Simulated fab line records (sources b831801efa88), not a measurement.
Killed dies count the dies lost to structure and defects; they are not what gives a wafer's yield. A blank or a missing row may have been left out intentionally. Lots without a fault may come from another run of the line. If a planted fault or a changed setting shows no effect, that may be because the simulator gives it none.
Matching of chambers || flow sky130 || SKY_VIA1_CMP_02 on cmp-02 has 4 sister chambers
The step polishes SiO2. 4 wafers are shown with their chamber, then 8 later ones without.

## WAFERS WITH THEIR CHAMBER
{"wafer": "L766.1", "chamber": 3, "motor-current-A (A)": 12.1}
{"wafer": "L771.5", "chamber": 0, "motor-current-A (A)": 13.1}
{"wafer": "L774.5", "chamber": 1, "motor-current-A (A)": 12.8}
{"wafer": "L778.1", "chamber": 2, "motor-current-A (A)": 11.4}

## WAFERS WHOSE CHAMBER IS MISSING
{"wafer": "L778.2", "motor-current-A (A)": 12.3}
{"wafer": "L778.5", "motor-current-A (A)": 11.3}
{"wafer": "L779.1", "motor-current-A (A)": 11.6}
{"wafer": "L779.3", "motor-current-A (A)": 12.8}
{"wafer": "L779.4", "motor-current-A (A)": 13.0}
{"wafer": "L780.2", "motor-current-A (A)": 13.0}
{"wafer": "L780.3", "motor-current-A (A)": 13.1}
{"wafer": "L780.5", "motor-current-A (A)": 13.4}

## EACH ONE'S CHAMBER
{"wafer": "L778.2", "from the rows above": "can't be placed: 3 or 1", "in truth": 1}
{"wafer": "L778.5", "from the rows above": 2, "in truth": 2}
{"wafer": "L779.1", "from the rows above": "can't be placed: 2 or 3", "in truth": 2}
{"wafer": "L779.3", "from the rows above": "can't be placed: 1 or 0", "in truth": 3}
{"wafer": "L779.4", "from the rows above": "can't be placed: 0 or 1", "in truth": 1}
{"wafer": "L780.2", "from the rows above": "can't be placed: 0 or 1", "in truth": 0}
{"wafer": "L780.3", "from the rows above": "can't be placed: 0 or 1", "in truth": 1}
{"wafer": "L780.5", "from the rows above": "can't be placed: 0 or 1", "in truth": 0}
Correctly placed: 1 of 8. From these rows, 7 cannot be placed; in 6 the true chamber is one of the candidates. Wrongly placed: 0.
How it was worked out, from the rows above alone: a wafer's distance from a chamber is the root of the sum, over the readings, of the square of ((its reading less the chamber's mean) divided by the reading's scatter). If the next closest chamber is less than 2 further off than the closest, the wafer can't be placed; otherwise it belongs to the closest. The mean given for a chamber averages the wafers shown for that chamber. The scatter: root of mean squared gap, hidden wafer to nearest shown wafer, with one shown wafer a chamber.
